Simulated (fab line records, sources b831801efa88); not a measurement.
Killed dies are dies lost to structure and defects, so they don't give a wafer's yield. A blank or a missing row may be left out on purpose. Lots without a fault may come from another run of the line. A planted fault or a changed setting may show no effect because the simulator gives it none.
Split-lot experiment | flow sfq_line | 5 lots, 23 wafers read, on a route of 325 steps

THE SPLIT
At SFQ_TRILAYER_I5_LITHO_COAT_149 (resist thk 62 nm), the setting resist_thk_nm was moved away from the recipe's 62 nm on 11 of the 23 wafers read, by +3.1% to +5.8%. The other wafers ran this setting at the recipe's value.

The file shows no step between the split and the reading.

THE READING
oes_product_au, in a.u., at SFQ_TRILAYER_I5_BARC_OPEN_VIA_ETCH_200 (etches BARC in O2, target depth 125 nm, time 41.7 s). Fault-free wafers of this fab line usually give 0.685 a.u., standard deviation 0.0047 a.u..

wafer  | tool, chamber at the split | resist_thk_nm as run, nm | against the recipe | oes_product_au, a.u. | against lot-mates on the recipe
L076.1 | litho_track-03, 0          | 63.9                     | +3.1%              | 0.694                | +0.011
L076.2 | litho_track-03, 0          | 63.9                     | +3.1%              | 0.688                | +0.005
L076.3 | litho_track-03, 0          | 62                       | recipe             | 0.685                | -
L076.4 | litho_track-03, 0          | 62                       | recipe             | 0.680                | -
L076.5 | litho_track-03, 0          | 63.9                     | +3.1%              | 0.700                | +0.017
L077.1 | litho_track-03, 0          | 62                       | recipe             | 0.681                | -
L077.3 | litho_track-03, 0          | 64.44                    | +3.9%              | 0.702                | +0.019
L077.4 | litho_track-03, 0          | 62                       | recipe             | 0.684                | -
L077.5 | litho_track-03, 0          | 64.44                    | +3.9%              | 0.693                | +0.010
L077.6 | litho_track-03, 0          | 64.44                    | +3.9%              | 0.688                | +0.005
L078.1 | litho_track-04, 0          | 65.59                    | +5.8%              | 0.705                | +0.020
L078.3 | litho_track-04, 0          | 62                       | recipe             | 0.689                | -
L078.4 | litho_track-04, 0          | 65.59                    | +5.8%              | 0.703                | +0.018
L078.5 | litho_track-04, 0          | 62                       | recipe             | 0.680                | -
L078.6 | litho_track-04, 0          | 65.59                    | +5.8%              | 0.700                | +0.015
L080.1 | litho_track-03, 0          | 62                       | recipe             | 0.686                | -
L080.3 | litho_track-03, 0          | 65.06                    | +4.9%              | 0.701                | +0.017
L080.4 | litho_track-03, 0          | 62                       | recipe             | 0.681                | -
L080.5 | litho_track-03, 0          | 65.06                    | +4.9%              | 0.706                | +0.022
L080.6 | litho_track-03, 0          | 62                       | recipe             | 0.684                | -
L082.3 | litho_track-03, 0          | 62                       | recipe             | 0.679                | -
L082.4 | litho_track-03, 0          | 62                       | recipe             | 0.689                | -
L082.6 | litho_track-03, 0          | 62                       | recipe             | 0.693                | -

THE FIT
A straight line over all 23 wafers: oes_product_au changes by +0.00324 a.u. for each +1% of resist_thk_nm; r = +0.86; the points scatter about the line by 0.0046 a.u..
The same after taking each lot's own level away (the mean of its wafers on the recipe; 23 wafers): +0.00336 a.u. for each +1%; r = +0.88; scatter 0.0044 a.u..
On that fit, the largest move of resist_thk_nm shifts the reading by 0.019 a.u..
The lots' own levels span 0.6825 to 0.6870 a.u., that is 1.0 times the standard deviation above.
So the lot-to-lot level changes the slope little: the two slopes agree.
Check: with one of the wafers moved furthest among these (+5.8%) left out of the fit, the line predicts +0.0194 a.u. for it against its lot-mates. It came out at +0.0205 a.u. against them.

OTHER SPLITS ON THESE WAFERS
These wafers also went through other splits before the reading. Each is held against what the fit with the lots' levels taken away leaves over:
other split on the same wafers                  | wafers away from the commonest value | r with oes_product_au (lot level and that fit taken away)
SFQ_TRILAYER_M5_BARC_OPEN_METAL_ETCH_161 time_s | 6                                    | -0.30
SFQ_TRILAYER_R5_LITHO_EXPOSE_137 dose_mj        | 11                                   | +0.21

THE WHOLE CHAIN: every reading that the file lists as answering this split, in the file's order
step                                   | what it does                                        | reading                                                                                    | change (the file's fit)                   | r (the file's)
SFQ_TRILAYER_I5_LITHO_COAT_149         | resist thk 62 nm                                    | BARC_of_TRILAYER_I5_LITHO_COAT_149.thk_nm (the simulator's own value, which no gauge read) | +0.619 nm for each +1% of the setting     | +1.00
SFQ_TRILAYER_I5_BARC_OPEN_VIA_ETCH_200 | etches BARC in O2, target depth 125 nm, time 41.7 s | oes_product_au                                                                             | +0.00349 a.u. for each +1% of the setting | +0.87
SFQ_TRILAYER_I5_BARC_OPEN_VIA_ETCH_200 | etches BARC in O2, target depth 125 nm, time 41.7 s | etch.depth_nm (the simulator's own value, which no gauge read)                             | +0.617 nm for each +1% of the setting     | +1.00

THE FILE'S OWN FIT
oes_product_au changes by +0.00349 a.u. for each +1% of resist_thk_nm, r = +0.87.
